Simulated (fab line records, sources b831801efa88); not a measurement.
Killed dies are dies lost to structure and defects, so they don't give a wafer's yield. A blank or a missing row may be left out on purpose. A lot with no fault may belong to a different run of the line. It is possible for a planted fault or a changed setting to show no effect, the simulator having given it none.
Which tool is to blame? | flow sky130 | Sampling: 6 lots, 18 wafers, 4 of 708 route steps

WHAT THE GAUGES READ, wafer by wafer
SKY_LDD_LDN_OVL_MEAS_07.
lot  | measured     | on         | LDD_LDN_OVL (nm)
L671 | day 23 04:41 | overlay-02 | -0.4 0.7 -1.0
L675 | day 24 20:41 | overlay-01 | 1.3 0.6 0.8
L682 | day 27 07:19 | overlay-01 | 0.7 1.5 -0.7
L685 | day 28 10:25 | overlay-02 | 0.1 -0.1 -1.8
L688 | day 29 05:40 | overlay-01 | -0.7 -1.3 -0.1
L693 | day 30 21:10 | overlay-01 | 1.1 -0.2 -0.3

EACH LOT AND THE TOOL THAT RAN IT (in order: tool; ch and the chambers of the sampled wafers; start)
lot  | SKY_LDD_N_IMPLANT_15            | SKY_LDD_P_STRIP_10                  | SKY_LDD_HVN_STRIP_09
L671 | implanter-03 ch 0, day 18 01:21 | plasmaAsher-01 ch 0,1, day 19 08:07 | plasmaAsher-03 ch 0,1, day 20 15:15
L675 | implanter-03 ch 0, day 19 18:01 | plasmaAsher-01 ch 0,1, day 21 01:46 | plasmaAsher-04 ch 0,1, day 22 08:37
L682 | implanter-04 ch 0, day 22 08:29 | plasmaAsher-04 ch 0,1, day 23 14:49 | plasmaAsher-02 ch 1, day 24 20:51
L685 | implanter-04 ch 0, day 23 12:36 | plasmaAsher-03 ch 0,1, day 24 19:04 | plasmaAsher-03 ch 0,1, day 26 00:27
L688 | implanter-01 ch 0, day 24 10:36 | plasmaAsher-04 ch 0,1, day 25 15:58 | plasmaAsher-03 ch 0,1, day 26 20:22
L693 | implanter-03 ch 0, day 26 03:47 | plasmaAsher-04 ch 0,1, day 27 08:31 | plasmaAsher-04 ch 0,1, day 28 13:30
- SKY_LDD_N_IMPLANT_15
- SKY_LDD_P_STRIP_10: strips in O2/N2.
- SKY_LDD_HVN_STRIP_09: strips in O2/N2.

THE ANSWER, worked out from the rows above alone
Rule: what is usual is taken from the lots themselves. Put in order of their means at a reading, lots are off if they are a third of the lots or fewer, leave a main group of 4 or more, and stand apart from it by a gap of 3 or more times the standard deviation of the main group's means; of several such gaps the widest counts. Not used: any main group whose means are identical at the precision the tables above print for the reading. A lot without any number at a reading at which 4 lots or more have one is off too. The other lots that the step has rows for count as sound.
No lot is off at any reading shown: from this, nothing can be told.

WHAT THE SIMULATOR PUT IN
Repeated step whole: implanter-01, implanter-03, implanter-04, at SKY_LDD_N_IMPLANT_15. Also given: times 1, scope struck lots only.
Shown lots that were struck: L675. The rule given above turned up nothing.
